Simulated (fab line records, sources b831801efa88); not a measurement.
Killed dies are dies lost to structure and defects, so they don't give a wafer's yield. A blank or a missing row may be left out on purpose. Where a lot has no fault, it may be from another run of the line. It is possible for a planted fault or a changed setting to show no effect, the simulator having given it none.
Comparing a struck lot with a sound one | flow sky130 | 14 out of 708 route steps
Sound: these wafers, L794.3, L794.4, L794.5. Wafers L790.4, L790.5, L790.6 were the ones struck. The cause is given at the end.
At each step with rows: each side's tool, then ch and its chambers, then its first start. Under that, the readings that differ: sound wafers | struck wafers | difference of the means | sigmas: that difference in standard deviations of wafers without a fault.
alike: a reading whose means differ by less than 2 such deviations, as well as words and numbers matching on both sides. not compared: withheld readings; readings where some wafer has no value; bounds like >300 that might hide an equal value; numbers whose values overlap and for which the record gives no deviation.
The two part at a step that has a row with sigmas, a row that says differs or no value, or rows on one side only. Numbers that don't overlap but have no deviation are shown without sigmas and don't part them. A reading that every wafer of one side lacks parts them only if that side has two wafers or more.

SKY_LI_CONTACT_THK_MEAS_23: measures by xrf.
  sound on film_metro-02 at day 34 03:45; struck on film_metro-01 at day 32 23:36
  alike: LI_CONTACT_W_THK
SKY_LI_CONTACT_CMP_24: polishes, stops on PSG, t overpolish 20 s, target thk 0 nm.
  sound on cmp-01 ch 0,1,2, day 34 03:53; struck on cmp-02 ch 0,3, day 32 23:41
  alike: motor_current_A, overpolish_run_s, time_to_endpoint_s
SKY_LOCAL_INTERCONNECT_SPUTTER_00: material TiN, target thk 100 nm, time 83.3 s.
  sound on pvd_sputter-02 at day 34 04:05; struck on pvd_sputter-02 at day 32 23:56
  alike: throttle_valve_pct
SKY_LOCAL_INTERCONNECT_RS_MEAS_01: measures by four-point-probe.
  sound on film_metro-02 at day 34 04:11; struck on film_metro-04 at day 33 00:04
  alike: LOCAL_INTERCONNECT_TIN_RS
SKY_LOCAL_INTERCONNECT_THK_MEAS_02: measures by xrf.
  sound on film_metro-02 at day 34 04:17; struck on film_metro-04 at day 33 00:09
  alike: LOCAL_INTERCONNECT_TIN_THK
then, 7 steps without rows for these wafers: SKY_LOCAL_INTERCONNECT_DEHYDRATE_03 (time 60 s); SKY_LOCAL_INTERCONNECT_HMDS_04 (prime time 60 s); SKY_LOCAL_INTERCONNECT_COAT_05 (resist thk 60 nm); SKY_LOCAL_INTERCONNECT_COAT_06 (resist thk 450 nm); SKY_LOCAL_INTERCONNECT_SOFTBAKE_07 (time 90 s); SKY_LOCAL_INTERCONNECT_EXPOSE_08 (exposes mask LI1M, target cd 170 nm); SKY_LOCAL_INTERCONNECT_PEB_09.
SKY_LOCAL_INTERCONNECT_DEVELOP_10: develop time 60 s.
  sound on litho_track-03 ch 0, day 35 06:00; struck on litho_track-02, day 34 03:00
  no value came back on the struck wafers for chill_plate_temp_C (C), develop_time_s (s); on the sound wafers chill_plate_temp_C (C) reads 23.06 23.29 23.09
  reading                                                   | sound           | struck            | difference | sigmas
  model.KrF-thick_of_LOCAL_INTERCONNECT_COAT_06.thk_nm (nm) | 436.4 437 435.6 | 449.5 448.7 447.9 | +12.4      |
SKY_LOCAL_INTERCONNECT_CD_MEAS_11: target cd 170 nm.
  sound on cd_sem-02 at day 35 07:01; struck on cd_sem-01 at day 34 03:28
  reading    | sound             | struck | difference                    | sigmas
  cd_nm (nm) | 168.9 170.4 170.7 | - - -  | no value on the struck wafers |

## WHERE THEY PART
Last at SKY_LOCAL_INTERCONNECT_CD_MEAS_11 as far as this record goes, first at SKY_LOCAL_INTERCONNECT_DEVELOP_10.

WHY: what had been put in by the simulator
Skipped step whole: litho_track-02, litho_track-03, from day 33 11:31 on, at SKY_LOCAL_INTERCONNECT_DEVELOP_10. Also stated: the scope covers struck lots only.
